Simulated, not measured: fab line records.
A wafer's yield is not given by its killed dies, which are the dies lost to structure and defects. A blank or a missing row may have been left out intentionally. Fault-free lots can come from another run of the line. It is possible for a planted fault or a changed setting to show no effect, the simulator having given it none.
fab line records | flow sfq_line | part 2 of 2: steps 29 to 37 of 37
[record] lots = 5 | wafers = 15 | last_day = 85
route steps=325 shown M6@263 I6@266 M7@281 I7@296
lots that met no fault: taken from a fault-free run of the same line
start_h: hours from the record's first day to the start of the lot's first wafer shown | wait_h: hours elapsed since this lot's preceding step | " same as the row above | L1.1+2: one row covering several wafers at once | - either no value or no given start | * or withheld: withheld | < > ~ a bound
route shown NAME@n: NAME is a module with steps in the file, n the number in the route of the first one | usual: mean and standard deviation over wafers with no fault | same: alike in all rows | chamber/n: place in a boat | sites: each site's reading | _std_site: how widely they spread, as a standard deviation | _edge_site: mean of outer sites minus mean of inner sites | radius_mm: how far each site lies from the wafer's centre | mask NAME#n: copy n | behind: tool/chamber where the wafer was last shaped | hold: reason for holding the lot/hours on hold/outcome of the hold | device: which transistor (n, p or np) failed to switch | end of line: the route-end tests of the same wafers | step lacking rows: just its recipe | killed: the dies lost at the first sort to structure and to defects; this is not the yield of the wafer | map: shows each die of a wafer: x if killed, . if not, _ if none is there
set.NAME: the setting the step ran with; set.NAME@STEP: the setting that earlier step ran with | model.NAME: the simulator's own value behind a step, which no gauge read
lots seen at some steps along the route; tables by step, rows by wafer
services: from which hour (start_h, from the record's first day; less than 0 if before it) a tool's chamber was out of use, for how many hours, and why
[[steps]]
[step SFQ_TRILAYER_M7_BARC_OPEN_METAL_ETCH_229]
[recipe] mask_material = PR | chemistry = O2 | target_depth_nm = 125 | target = BARC | icp_w = 600 | bias_w = 77.27 | pressure_mtorr = 10 | time_s = 41.7
[usual] drypump_motor_current_A = 5.7/0.61 | oes_product_au = 0.685/0.005
lot.wafer | tool         | chamber | start_h | wait_h | drypump_motor_current_A | oes_product_au | rf_hours_counter_h
L074.1    | rie_metal-03 | 0       | 1746.75 | 0.0    | 6.6                     | 0.680          | 29
L074.3    | "            | 1       | "       | "      | 6.1                     | 0.683          | -
L074.6    | "            | 0       | "       | "      | 6.6                     | 0.689          | -
L076.1    | rie_metal-01 | 0       | 1755.25 | 0.0    | 5.3                     | 0.680          | 132
L076.2    | "            | 1       | "       | "      | 6.2                     | 0.679          | 87
L076.4    | "            | 0       | "       | "      | 5.3                     | 0.682          | -
L078.1    | rie_metal-03 | 0       | 1825.00 | 0.0    | 6.6                     | 0.681          | 39
L078.5    | "            | 1       | "       | "      | 6.1                     | 0.685          | -
L078.6    | "            | 0       | "       | "      | 6.6                     | 0.681          | -
L085.2    | rie_metal-01 | 1       | 1922.85 | 0.0    | 6.3                     | 0.675          | 109
L085.4    | "            | 0       | "       | "      | 5.3                     | 0.682          | -
L085.5    | "            | 1       | "       | "      | 6.3                     | 0.688          | -
L092.1    | rie_metal-01 | 0       | 1947.25 | 0.0    | 5.3                     | 0.680          | 19
L092.5    | "            | 0       | "       | "      | 5.3                     | 0.684          | -
L092.6    | "            | 1       | "       | "      | 6.2                     | 0.690          | -
[step SFQ_TRILAYER_M7_ETCH_METAL_ETCH_180]
[recipe] target = Nb | stop_on = SiO2 | mask_material = PR | chemistry = Cl2/Ar | target_depth_nm = 240 | icp_w = 600 | bias_w = 80 | pressure_mtorr = 10 | time_s = 120
[usual] drypump_motor_current_A = 5.7/0.61 | oes_product_au = 0.894/0.0058
lot.wafer | tool         | chamber | start_h | wait_h | drypump_motor_current_A | oes_product_au | rf_hours_counter_h
L074.1    | rie_metal-03 | 0       | 1746.81 | 0.0    | 6.6                     | 0.889          | 29
L074.3    | "            | 1       | "       | "      | 6.1                     | 0.898          | -
L074.6    | "            | 0       | "       | "      | 6.7                     | 0.891          | -
L076.1    | rie_metal-01 | 0       | 1755.31 | 0.0    | 5.3                     | 0.891          | 132
L076.2    | "            | 1       | "       | "      | 6.2                     | 0.892          | 87
L076.4    | "            | 0       | "       | "      | 5.3                     | 0.894          | -
L078.1    | rie_metal-03 | 0       | 1825.06 | 0.0    | 6.6                     | 0.883          | 39
L078.5    | "            | 1       | "       | "      | 6.1                     | 0.891          | -
L078.6    | "            | 0       | "       | "      | 6.7                     | 0.884          | -
L085.2    | rie_metal-01 | 1       | 1922.91 | 0.0    | 6.2                     | 0.891          | 109
L085.4    | "            | 0       | "       | "      | 5.3                     | 0.900          | -
L085.5    | "            | 1       | "       | "      | 6.2                     | 0.882          | -
L092.1    | rie_metal-01 | 0       | 1947.31 | 0.0    | 5.3                     | 0.896          | 19
L092.5    | "            | 0       | "       | "      | 5.3                     | 0.901          | -
L092.6    | "            | 1       | "       | "      | 6.2                     | 0.893          | -
[step SFQ_TRILAYER_M7_STRIP_STRIP_181]
[recipe] gas = O2 | power_w = 200 | platen_temp_c = 40 | overash_fraction = 0.65 | chemistry = O2 | pressure_mtorr = 50
[usual] drypump_motor_current_A = 5.7/0.61 | oes_product_au = 1.002/0.0079
lot.wafer | tool         | chamber | start_h | wait_h | drypump_motor_current_A | oes_product_au | rf_hours_counter_h
L074.1    | rie_metal-03 | 0       | 1746.94 | 0.1    | 6.6                     | 1.000          | 30
L074.3    | "            | 1       | "       | "      | 6.1                     | 0.995          | -
L074.6    | "            | 0       | "       | "      | 6.6                     | 0.979          | -
L076.1    | rie_metal-01 | 0       | 1755.44 | 0.1    | 5.3                     | 0.997          | 132
L076.2    | "            | 1       | "       | "      | 6.2                     | 1.007          | 87
L076.4    | "            | 0       | "       | "      | 5.3                     | 1.001          | -
L078.1    | rie_metal-03 | 0       | 1825.19 | 0.1    | 6.6                     | 0.999          | 39
L078.5    | "            | 1       | "       | "      | 6.1                     | 1.004          | -
L078.6    | "            | 0       | "       | "      | 6.6                     | 0.995          | -
L085.2    | rie_metal-01 | 1       | 1923.04 | 0.1    | 6.2                     | 1.006          | 109
L085.4    | "            | 0       | "       | "      | 5.3                     | 0.990          | -
L085.5    | "            | 1       | "       | "      | 6.2                     | 1.001          | -
L092.1    | rie_metal-01 | 0       | 1947.44 | 0.1    | 5.3                     | 1.004          | 20
L092.5    | "            | 0       | "       | "      | 5.3                     | 1.003          | -
L092.6    | "            | 1       | "       | "      | 6.2                     | 1.010          | -
[step SFQ_TRILAYER_M7_STRIP_SOLV_CLEAN_182]
[recipe] chemistry = NMP | temp_c = 70 | time_s = 600
lot.wafer  | tool         | chamber | start_h | wait_h
L074.1+3+6 | wet_bench-04 | 6,5,0   | 1747.54 | 0.4
L076.1+2+4 | wet_bench-03 | 1,0,2   | 1756.04 | 0.4
L078.1+5+6 | wet_bench-01 | 5,0,6   | 1825.79 | 0.4
L085.2+4+5 | wet_bench-03 | 7,3,4   | 1923.64 | 0.4
L092.1+5+6 | wet_bench-03 | 7,1,4   | 1948.04 | 0.4
[step SFQ_TRILAYER_I7_DEP_PECVD_183]
[recipe] material = SiO2 | temp_c = 150 | time_s = 111.11 | pressure_torr = 2.4 | rf_w = 183.3 | precursor = SiH4/N2O | target_thk_nm = 500
[usual] heater_power_w = 80/13 | susceptor_temp_C = 149.98/0.15 | throttle_valve_pct = 25.1/2.5
lot.wafer | tool     | chamber | start_h | wait_h | heater_power_w | susceptor_temp_C | throttle_valve_pct
L074.1    | pecvd-01 | 1       | 1747.71 | 0.0    | 79             | 150.04           | 23.8
L074.3    | "        | 0       | "       | "      | 71             | 150.03           | 19.1
L074.6    | "        | 0       | "       | "      | 75             | 150.16           | 19.4
L076.1    | pecvd-01 | 1       | 1756.21 | 0.0    | 69             | 149.74           | 23.5
L076.2    | "        | 0       | "       | "      | 82             | 150.05           | 19.1
L076.4    | "        | 2       | "       | "      | 94             | 150.19           | 23.0
L078.1    | pecvd-02 | 2       | 1825.96 | 0.0    | 97             | 149.92           | 27.0
L078.5    | "        | 1       | "       | "      | 85             | 149.68           | 24.2
L078.6    | "        | 0       | "       | "      | 75             | 149.89           | 25.7
L085.2    | pecvd-01 | 1       | 1923.81 | 0.0    | 79             | 149.56           | 24.3
L085.4    | "        | 0       | "       | "      | 72             | 149.92           | 19.5
L085.5    | "        | 1       | "       | "      | 83             | 149.65           | 24.1
L092.1    | pecvd-01 | 0       | 1948.21 | 0.0    | 76             | 150.00           | 19.7
L092.5    | "        | 2       | "       | "      | 106            | 150.03           | 23.4
L092.6    | "        | 1       | "       | "      | 81             | 150.10           | 24.6
[step SFQ_TRILAYER_I7_CMP_CMP_184]
[recipe] material = SiO2 | down_force_psi = 3 | platen_rpm = 60 | pad_velocity_m_s = 0.94248
[usual] motor_current_A = 10.5/1.2 | time_to_endpoint_s = 214/6.2
lot.wafer | tool   | chamber | start_h | wait_h | motor_current_A | time_to_endpoint_s
L074.1    | cmp-01 | 2       | 1748.39 | 0.6    | 8.1             | 210
L074.3    | "      | 3       | "       | "      | 11.1            | 221
L074.6    | "      | 3       | 1750.89 | 3.1    | 10.1            | 216
L076.2    | cmp-02 | 0       | 1758.26 | 2.0    | 10.0            | 203
L076.4    | "      | 1       | "       | "      | 11.6            | 215
L076.1    | "      | 2       | "       | "      | 10.8            | 203
L078.1    | cmp-01 | 1       | 1826.98 | 1.0    | 9.9             | 209
L078.6    | "      | 0       | 1828.48 | 2.4    | 10.8            | 206
L078.5    | "      | 1       | "       | "      | 9.6             | 205
L085.2    | cmp-02 | 2       | 1923.89 | 0.0    | 10.9            | 220
L085.4    | "      | 0       | 1924.89 | 1.0    | 9.8             | 217
L085.5    | "      | 2       | 1925.89 | 2.0    | 11.1            | 225
L092.1    | cmp-02 | 3       | 1948.79 | 0.5    | 12.6            | 203
L092.5    | "      | 2       | 1950.29 | 2.0    | 10.9            | 215
L092.6    | "      | 3       | "       | "      | 11.9            | 212
[step SFQ_I7_BOW_MEAS_946]
[recipe] mode = bow
[usual] I7_BOW = 4/11
lot.wafer | tool          | chamber | start_h | wait_h | I7_BOW[um]
L074.1    | film_metro-04 | -       | 1751.39 | 2.5    | 18
L074.3    | "             | -       | "       | "      | 14
L074.6    | "             | -       | "       | "      | 17
L076.1    | film_metro-02 | -       | 1761.26 | 1.5    | 11
L076.2    | "             | -       | "       | "      | -6
L076.4    | "             | -       | "       | "      | 7
L078.1    | film_metro-02 | -       | 1829.48 | 2.0    | 10
L078.5    | "             | -       | "       | "      | 6
L078.6    | "             | -       | "       | "      | 11
L085.2    | film_metro-04 | -       | 1926.91 | 2.5    | 1
L085.4    | "             | -       | "       | "      | 9
L085.5    | "             | -       | "       | "      | 7
L092.1    | film_metro-04 | -       | 1951.29 | 2.0    | 6
L092.5    | "             | -       | "       | "      | 6
L092.6    | "             | -       | "       | "      | 5
[step SFQ_TRILAYER_I7_METRO_MEASURE_185]
[usual] thk_nm = 200.0/0.94
lot.wafer | tool          | chamber | start_h | wait_h | thk_nm
L074.1    | film_metro-04 | -       | 1751.51 | 0.1    | 197.5
L074.3    | "             | -       | "       | "      | 198.3
L074.6    | "             | -       | "       | "      | 198.6
L076.1    | film_metro-02 | -       | 1761.38 | 0.1    | 198.7
L076.2    | "             | -       | "       | "      | 199.4
L076.4    | "             | -       | "       | "      | 200.0
L078.1    | film_metro-02 | -       | 1829.60 | 0.1    | 200.2
L078.5    | "             | -       | "       | "      | 199.0
L078.6    | "             | -       | "       | "      | 200.7
L085.2    | film_metro-04 | -       | 1927.21 | 0.3    | 200.8
L085.4    | "             | -       | "       | "      | 200.3
L085.5    | "             | -       | "       | "      | 201.8
L092.1    | film_metro-04 | -       | 1951.41 | 0.1    | 199.5
L092.5    | "             | -       | "       | "      | 200.1
L092.6    | "             | -       | "       | "      | 199.4
[step SFQ_TRILAYER_I7_VIA_LITHO_COAT_192]
[recipe] resist = BARC | spin_rpm = 2952 | resist_thk_nm = 62
[usual] spin_speed_rpm = 2951.9/1.8
lot.wafer | tool           | chamber | start_h | wait_h | spin_speed_rpm
L074.1    | litho_track-04 | 0       | 1752.71 | 1.0    | 2950.3
L074.3    | "              | 0       | "       | "      | 2952.5
L074.6    | "              | 0       | "       | "      | 2952.6
L076.1    | litho_track-01 | 0       | 1762.58 | 1.0    | 2949.9
L076.2    | "              | 0       | "       | "      | 2951.4
L076.4    | "              | 0       | "       | "      | 2954.2
L078.1    | litho_track-02 | 0       | 1830.80 | 1.0    | 2954.1
L078.5    | "              | 0       | "       | "      | 2954.3
L078.6    | "              | 0       | "       | "      | 2950.5
L085.2    | litho_track-01 | 0       | 1928.26 | 0.8    | 2949.2
L085.4    | "              | 0       | "       | "      | 2953.7
L085.5    | "              | 0       | "       | "      | 2951.0
L092.1    | litho_track-01 | 0       | 1952.61 | 1.0    | 2954.4
L092.5    | "              | 0       | "       | "      | 2951.4
L092.6    | "              | 0       | "       | "      | 2951.7
[[services]]
tool           | chamber | start_h | hours | kind
krf_scanner-01 | -       | 1596.29 | 3.6   | pm
cmp-02         | -       | 1602.24 | 4.0   | pm
rie_diel-04    | -       | 1638.02 | 0.4   | repair
rie_metal-04   | -       | 1641.42 | 5.4   | repair
krf_scanner-02 | -       | 1645.87 | 36.0  | pm
pvd_sputter-03 | -       | 1663.76 | 6.7   | repair
cmp-02         | -       | 1666.66 | 0.2   | repair
krf_scanner-01 | -       | 1677.19 | 1.0   | pm
pvd_sputter-06 | -       | 1680.17 | 1.9   | repair
krf_scanner-02 | -       | 1681.87 | 1.0   | pm
krf_scanner-02 | -       | 1682.87 | 1.3   | pm
pecvd-01       | -       | 1686.25 | 14.0  | pm
pvd_sputter-03 | -       | 1688.00 | 2.2   | repair
krf_scanner-02 | -       | 1693.22 | 0.8   | pm
rie_metal-03   | -       | 1791.84 | 0.7   | repair
krf_scanner-02 | -       | 1819.70 | 1.0   | pm
cmp-02         | -       | 1820.23 | 4.1   | repair
rie_metal-03   | -       | 1851.29 | 4.3   | pm
krf_scanner-02 | -       | 1855.99 | 1.3   | pm
krf_scanner-02 | -       | 1862.09 | 0.8   | pm
rie_metal-03   | -       | 1915.13 | 1.9   | repair
krf_scanner-02 | -       | 1940.84 | 3.6   | pm
cmp-02         | -       | 1943.81 | 4.0   | pm
krf_scanner-02 | -       | 1944.76 | 0.5   | repair
